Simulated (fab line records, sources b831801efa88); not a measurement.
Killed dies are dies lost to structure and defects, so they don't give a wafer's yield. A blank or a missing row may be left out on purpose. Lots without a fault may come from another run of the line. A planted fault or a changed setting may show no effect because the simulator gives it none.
A struck lot beside a sound one | flow sky130 | 17 steps out of a route of 708
Sound: wafers L149.3, L149.4, L149.5. Struck: wafers L153.1, L153.3, L153.5. The cause comes at the end.
At each step with rows: each side's tool, then ch and its chambers, then its first start. Under that, the readings that differ: sound wafers | struck wafers | difference of the means | sigmas: that difference in standard deviations of wafers without a fault.
alike: readings whose means differ by less than 2 such deviations, and words and numbers that are the same on both sides. not compared: withheld readings, readings that some wafer has no value for, bounds like >300 that may hide the same value, and numbers for which the record gives no deviation and whose values overlap.
The two part at a step that has a row with sigmas, a row that says differs or no value, or rows on one side only. Numbers that don't overlap but have no deviation are shown without sigmas and don't part them. A reading that every wafer of one side lacks parts them only if that side has two wafers or more.

SKY_FIELD_ISO_ETCH_15: etches the open film in CHF3/O2, stops on Si, target depth 180 nm, time 72 s.
  sound on rie_diel-02 ch 2,3, day 3 12:53; struck on rie_diel-02 ch 1,3, day 4 08:38
  alike: drypump_motor_current_A, oes_product_au, throttle_valve_pct
  not compared: rf_hours_counter_h
SKY_FIELD_ISO_STRIP_16: strips in O2/N2.
  sound on plasma_asher-01 ch 0,1, day 3 12:58; struck on plasma_asher-04 ch 0,1, day 4 08:41
  alike: drypump_motor_current_A, oes_product_au, strip_time_to_endpoint_s
  not compared: rf_hours_counter_h
SKY_FIELD_ISO_ETCH_17: etches Si in HBr/Cl2/O2, target depth 342 nm, time 97.7 s.
  sound on rie_si-02 ch 0,1,2, day 3 13:02; struck on rie_si-02 ch 1,2,3, day 4 08:47
  alike: drypump_motor_current_A, mfc_cl2_sccm, oes_product_au, throttle_valve_pct
  not compared: rf_hours_counter_h
then, 5 steps without rows for these wafers: SKY_FIELD_ISO_WET_ETCH_18 (etches Si3N4 in H3PO4, target depth 25 nm, time 286 s); SKY_FIELD_ISO_CLEAN_19 (cleans in SC1/SC2, time 150 s); SKY_FIELD_ISO_CLEAN_20 (cleans in dHF, time 20 s); SKY_FIELD_ISO_WET_ETCH_21 (etches SiO2 in dHF, target depth 20 nm, time 400 s); SKY_FIELD_ISO_OXIDATION_22 (stabilise 600 s, purge 300 s, target thk 10 nm).
SKY_FIELD_ISO_THK_MEAS_23:
  sound on film_metro-01, day 3 14:50; struck on film_metro-03, day 4 11:47
  reading                         | sound          | struck            | difference | sigmas
  FIELD_ISO_OXIDATION_01_THK (nm) | 9.61 9.76 9.69 | 10.34 10.07 10.22 | +0.52      | +2
then, 1 step without rows for these wafers: SKY_FIELD_ISO_CVD_24 (deposits SiO2, target thk 595 nm, time 99.2 s).
SKY_FIELD_ISO_THK_MEAS_25:
  sound on film_metro-02, day 3 14:58; struck on film_metro-01, day 4 11:55
  reading                   | sound       | struck      | difference | sigmas
  FIELD_ISO_CVD_24_THK (nm) | 613 601 597 | 590 583 590 | -16        | -2
then, 1 step without rows for these wafers: SKY_FIELD_ISO_ANNEAL_26 (time 1800 s).
SKY_FIELD_ISO_CMP_27: polishes, stops on Si3N4, t overpolish 16 s, target thk 457.8 nm.
  sound on cmp-01 ch 2,3, day 3 18:19; struck on cmp-02 ch 1,3, day 4 13:59
  no value came back on the struck wafers for any of 5 readings (edge_zone_pressure_frac, head_pressure_psi (psi) and others); on the sound wafers edge_zone_pressure_frac reads 0.999 1.002 0.998
  reading                                    | sound           | struck            | difference | sigmas
  model.SiO2_of_FIELD_ISO_CVD_24.thk_nm (nm) | 459.9 457.8 459 | 590.1 583.4 590.2 | +129.0     |
then, 2 steps without rows for these wafers: SKY_FIELD_ISO_WET_ETCH_28 (etches SiO2 in dHF, target depth 23.7 nm, time 47 s); SKY_FIELD_ISO_WET_ETCH_29 (etches Si3N4 in H3PO4, target depth 160 nm, time 1825 s).
SKY_FIELD_ISO_WET_ETCH_30: etches SiO2 in dHF, target depth 25 nm, time 50 s.
  sound on wet_bench-04 ch 3, day 3 19:08; struck on wet_bench-04 ch 2, day 4 14:50
  reading                                    | sound             | struck            | difference | sigmas
  model.SiO2_of_FIELD_ISO_CVD_24.thk_nm (nm) | 407.3 405.3 406.5 | 537.2 530.4 537.1 | +128.5     |
-- the record jumps here: 43 days lie between the struck wafers' starts before and after (it left off in module FIELD_ISO and takes up again in module PAD_OPEN, whose first step shown is number 708 of the route) --
SKY_PAD_OPEN_PROBE_99:
  sound on prober-01, day 47 01:08; struck on prober-01, day 48 01:14
  reading             | sound    | struck      | difference | sigmas
  killed_at_front_end | 26 16 19 | 421 439 422 | +407       | +99 or more
  killed_dies         | 93 87 91 | 492 492 492 | +402       | +40
  killed_on_rim       | 16 16 17 | 96 96 96    | +80        | +21
  alike: killed_at_M0_to_M3, killed_at_M4_up, killed_at_contacts, killed_at_other, killed_open, killed_short

WHERE THEY PART
First at SKY_FIELD_ISO_THK_MEAS_23; last, within this record, at SKY_PAD_OPEN_PROBE_99.

WHY: what the simulator had put in
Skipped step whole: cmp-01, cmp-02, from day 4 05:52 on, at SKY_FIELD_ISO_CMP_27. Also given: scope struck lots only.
